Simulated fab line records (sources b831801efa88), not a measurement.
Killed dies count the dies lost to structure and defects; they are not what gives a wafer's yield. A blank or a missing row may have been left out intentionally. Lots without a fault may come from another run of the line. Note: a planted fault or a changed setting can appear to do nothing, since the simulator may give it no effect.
What tool caused it? ; flow sky130 ; 10 lots with 30 wafers sampled at 4 steps, on a route of 708 steps

== WHAT EACH GAUGE READ, for each wafer ==
SKY_FIELD_ISO_THK_MEAS_25.
lot;measured;on;FIELD_ISO_CVD_24_THK (nm)
L554;day 2 10:55;film-metro-01;601 589 607
L558;day 3 02:30;film-metro-02;604 604 590
L560;day 3 14:12;film-metro-02;594 593 594
L561;day 3 21:02;film-metro-02;595 597 600
L570;day 5 17:52;film-metro-03;601 604 604
L572;day 6 08:31;film-metro-02;602 605 595
L573;day 6 10:49;film-metro-02;603 611 604
L574;day 6 16:28;film-metro-03;600 605 603
L575;day 6 20:53;film-metro-03;595 605 599
L576;day 7 00:59;film-metro-02;598 602 601

SKY_VT_ADJUST_LVTN_OVL_MEAS_18.
lot;measured;on;VT_ADJUST_LVTN_01_OVL (nm)
L554;day 8 01:58;overlay-02;0.7 1.3 -0.5
L558;day 8 20:59;overlay-01;1.5 2.0 3.0
L560;day 9 08:04;overlay-01;1.1 1.5 1.7
L561;day 9 17:55;overlay-02;2.0 -0.2 0.6
L570;day 12 03:35;overlay-01;3.6 3.2 1.7
L572;day 12 23:55;overlay-01;-3.4 -1.4 -0.3
L573;day 13 00:40;overlay-02;1.4 0.0 1.2
L574;day 13 10:26;overlay-01;-2.7 -1.1 -2.3
L575;day 13 14:52;overlay-02;-0.9 -1.2 -0.4
L576;day 14 00:16;overlay-02;2.6 4.1 2.8

SKY_POLY_GATE_THK_MEAS_01.
lot;measured;on;POLY_GATE_CVD_00_THK (nm)
L554;day 14 06:27;film-metro-01;178.4 178.5 178.7
L558;day 15 06:04;film-metro-04;182.0 181.2 180.3
L560;day 15 21:16;film-metro-02;98.1 98.3 97.2
L561;day 16 17:56;film-metro-04;99.2 98.9 98.8
L570;day 19 11:03;film-metro-04;177.5 177.6 178.3
L572;day 20 15:46;film-metro-02;178.9 180.6 180.8
L573;day 20 16:58;film-metro-02;177.8 178.6 178.5
L574;day 21 01:20;film-metro-04;181.1 181.8 181.2
L575;day 21 05:57;film-metro-01;179.2 180.2 180.2
L576;day 21 15:58;film-metro-04;180.7 178.8 181.0

== WHICH TOOL RAN EACH LOT (tool, then ch and the chambers of the sampled wafers, then the start) ==
lot;SKY_POLY_GATE_CVD_00
L554;lpcvd-01 ch 1, day 14 05:15
L558;lpcvd-01 ch 1, day 15 04:52
L560;lpcvd-01 ch 0, day 15 20:04
L561;lpcvd-01 ch 0, day 16 16:44
L570;lpcvd-01 ch 0, day 19 09:50
L572;lpcvd-01 ch 1, day 20 14:34
L573;lpcvd-01 ch 1, day 20 15:46
L574;lpcvd-01 ch 1, day 21 00:08
L575;lpcvd-01 ch 1, day 21 04:45
L576;lpcvd-01 ch 0, day 21 14:45
- SKY_POLY_GATE_CVD_00: deposits poly-Si, target thk 180 nm, time 720 s.

== WHAT THE TOOLS THEMSELVES READ (means of the sampled wafers that have a number; where no wafer has one, the mark that the record gives instead) ==
SKY_POLY_GATE_CVD_00.
lot;tool;spike-tc-bottom-C (C);spike-tc-centre-C (C);spike-tc-lower-C (C);spike-tc-top-C (C);spike-tc-upper-C (C);susceptor-temp-C (C);zone-power-centre-pct (%);zone-power-upper-pct (%)
L554;lpcvd-01;638;620.3;621.5;636.4;619.8;620.17;9.31;8.2
L558;lpcvd-01;637;619.8;621.2;635.2;618.8;620.57;9.23;8.2
L560;lpcvd-01;618;594.9;593.8;613.4;595.1;594.98;8.92;8.3
L561;lpcvd-01;619;594.8;593.5;613.6;596.1;594.56;8.90;8.3
L570;lpcvd-01;644;620.3;618.7;637.9;619.5;620.01;9.54;9.0
L572;lpcvd-01;637;620.6;620.5;637.0;619.7;619.88;9.24;8.2
L573;lpcvd-01;637;620.4;621.2;636.2;619.9;619.78;9.26;8.2
L574;lpcvd-01;637;620.0;619.5;636.9;619.7;620.09;9.29;8.2
L575;lpcvd-01;638;620.3;621.9;636.7;620.1;619.90;9.26;8.1
L576;lpcvd-01;644;620.7;618.9;637.2;619.6;619.89;9.60;8.9

== THE ANSWER, worked out from the rows above alone ==
Rule: usual is defined by the lots themselves. The widest of any qualifying gaps counts: lots, ordered by their means at a reading, are off when they make up no more than a third of the lots, leave a main group of 4 or more, and stand apart from it by 3 or more times the standard deviation of that group's means. The tables above print the reading to a certain number of digits; a main group whose means all agree to those digits is not used. A lot without any number at a reading at which 4 lots or more have one is off too. All remaining lots with rows at the step are treated as sound. First the gauges in route order, then the tools' own readings, where a lot's mean is used as printed above. The first step at which some lot is off is used, and at that step the reading that is off furthest; a lot without a number counts as furthest.
Off: L560, L561, seen at SKY_POLY_GATE_THK_MEAS_01 (POLY_GATE_CVD_00_THK). The main group: mean 179.7 nm, standard deviation 1.2.
A tool fits if, at a process step before that reading, it ran every lot that is off, and no sound lot after the first of them. The gauges at SKY_POLY_GATE_THK_MEAS_01 aren't tried: what is off there is off at SKY_POLY_GATE_CVD_00 too, on other tools, and a gauge's error can't cause that. None of those tried fits.

== WHAT THE SIMULATOR HAD INSERTED ==
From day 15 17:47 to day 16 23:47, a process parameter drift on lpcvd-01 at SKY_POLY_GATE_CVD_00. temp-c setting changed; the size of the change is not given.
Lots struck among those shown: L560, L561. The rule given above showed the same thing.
